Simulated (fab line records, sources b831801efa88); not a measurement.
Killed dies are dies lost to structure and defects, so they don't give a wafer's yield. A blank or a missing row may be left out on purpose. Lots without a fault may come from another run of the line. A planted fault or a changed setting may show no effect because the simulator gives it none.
A struck lot beside a sound one | flow sky130 | 17 steps out of a route of 708
Sound: wafers L336.1, L336.2, L336.3. Struck: wafers L346.2, L346.5. The cause comes at the end.
At each step with rows: each side's tool, then ch and its chambers, then its first start. Under that, the readings that differ: sound wafers | struck wafers | difference of the means | sigmas: that difference in standard deviations of wafers without a fault.
alike: readings whose means differ by less than 2 such deviations, and words and numbers that are the same on both sides. not compared: withheld readings, readings that some wafer has no value for, bounds like >300 that may hide the same value, and numbers for which the record gives no deviation and whose values overlap.
The two part at a step that has a row with sigmas, a row that says differs or no value, or rows on one side only. Numbers that don't overlap but have no deviation are shown without sigmas and don't part them. A reading that every wafer of one side lacks parts them only if that side has two wafers or more.

first, 2 steps without rows for these wafers: SKY_CONTACT_PEB_12; SKY_CONTACT_DEVELOP_13 (develop time 60 s).
SKY_CONTACT_CD_MEAS_14: target cd 170 nm.
  sound on cd_sem-02, day 33 13:12; struck on cd_sem-02, day 36 09:29
  alike: cd_nm
SKY_CONTACT_OVL_MEAS_15:
  sound on overlay-02, day 33 13:19; struck on overlay-01, day 36 09:35
  alike: CONTACT_OVL
then, 1 step without rows for these wafers: SKY_CONTACT_ETCH_16 (etches BARC in N2/H2, stops on SiO2, time 45.9 s, target depth 60 nm).
SKY_CONTACT_ETCH_17: etches SiO2 in C4F8/O2/Ar, stops on Si3N4, target depth 340 nm.
  sound on rie_diel-03 ch 0,1,3, day 33 13:24; struck on rie_diel-04 ch 0,2, day 36 09:40
  alike: bias_w, chamber_pressure_mTorr, oes_product_au
SKY_CONTACT_ETCH_18: etches Si3N4 in CHF3/O2, stops on TiN, time 39 s, target depth 75 nm.
  sound on rie_diel-03 ch 0,1,3; struck on rie_diel-04 ch 0,2
  alike: bias_w, chamber_pressure_mTorr, drypump_motor_current_A, oes_product_au, throttle_valve_pct
  not compared: rf_hours_counter_h
SKY_CONTACT_STRIP_19: strips in O2/N2.
  sound on plasma_asher-03 ch 0,1, day 33 13:29; struck on plasma_asher-01 ch 1, day 36 09:45
  alike: chamber_pressure_mTorr, drypump_motor_current_A, oes_product_au, strip_time_to_endpoint_s
  not compared: rf_hours_counter_h
then, 3 steps without rows for these wafers: SKY_CONTACT_STRIP_20 (strips in post etch residue remover, time 1200 s); SKY_CONTACT_CLEAN_21 (cleans in IPA, time 180 s); SKY_CONTACT_CLEAN_22 (cleans in O3/DIW).
SKY_CONTACT_SPUTTER_23: material TiN, target thk 20 nm, time 80 s.
  sound on pvd_sputter-01, day 33 14:07; struck on pvd_sputter-03, day 36 10:20
  alike: throttle_valve_pct
SKY_CONTACT_CVD_24: deposits W, target thk 340 nm, time 102.12 s.
  sound on cvd_w-02 ch 0,1, day 33 14:10; struck on cvd_w-01 ch 0,1, day 36 10:25
  reading                               | sound             | struck      | difference | sigmas
  model.W_of_CONTACT_CVD_24.thk_nm (nm) | 341.5 337.1 338.8 | 313.7 308.9 | -27.8      |
  alike: heater_power_w
SKY_CONTACT_RS_MEAS_25: measures by four-point-probe.
  sound on film_metro-01, day 33 14:17; struck on film_metro-04, day 36 10:32
  reading               | sound             | struck      | difference | sigmas
  CONTACT_W_RS (ohm/sq) | 0.336 0.341 0.339 | 0.366 0.372 | +0.030     | +9
SKY_CONTACT_THK_MEAS_26: measures by xrf.
  sound on film_metro-01, day 33 14:24; struck on film_metro-04, day 36 10:39
  reading            | sound       | struck  | difference | sigmas
  CONTACT_W_THK (nm) | 342 340 341 | 313 309 | -30        | -8
SKY_CONTACT_CMP_27: polishes, stops on SiO2, t overpolish 15 s, target thk 0 nm.
  sound on cmp-02 ch 1,2,3, day 33 14:31; struck on cmp-02 ch 0, day 36 10:45
  alike: motor_current_A, slurry_filter_dp_kPa, time_to_endpoint_s
SKY_PAD_OPEN_PROBE_99:
  the record has rows for the sound wafers here (prober-02, day 47 06:38) and none for the struck ones

WHERE THEY PART
First at SKY_CONTACT_RS_MEAS_25; last, within this record, at SKY_PAD_OPEN_PROBE_99.

WHY: what the simulator had put in
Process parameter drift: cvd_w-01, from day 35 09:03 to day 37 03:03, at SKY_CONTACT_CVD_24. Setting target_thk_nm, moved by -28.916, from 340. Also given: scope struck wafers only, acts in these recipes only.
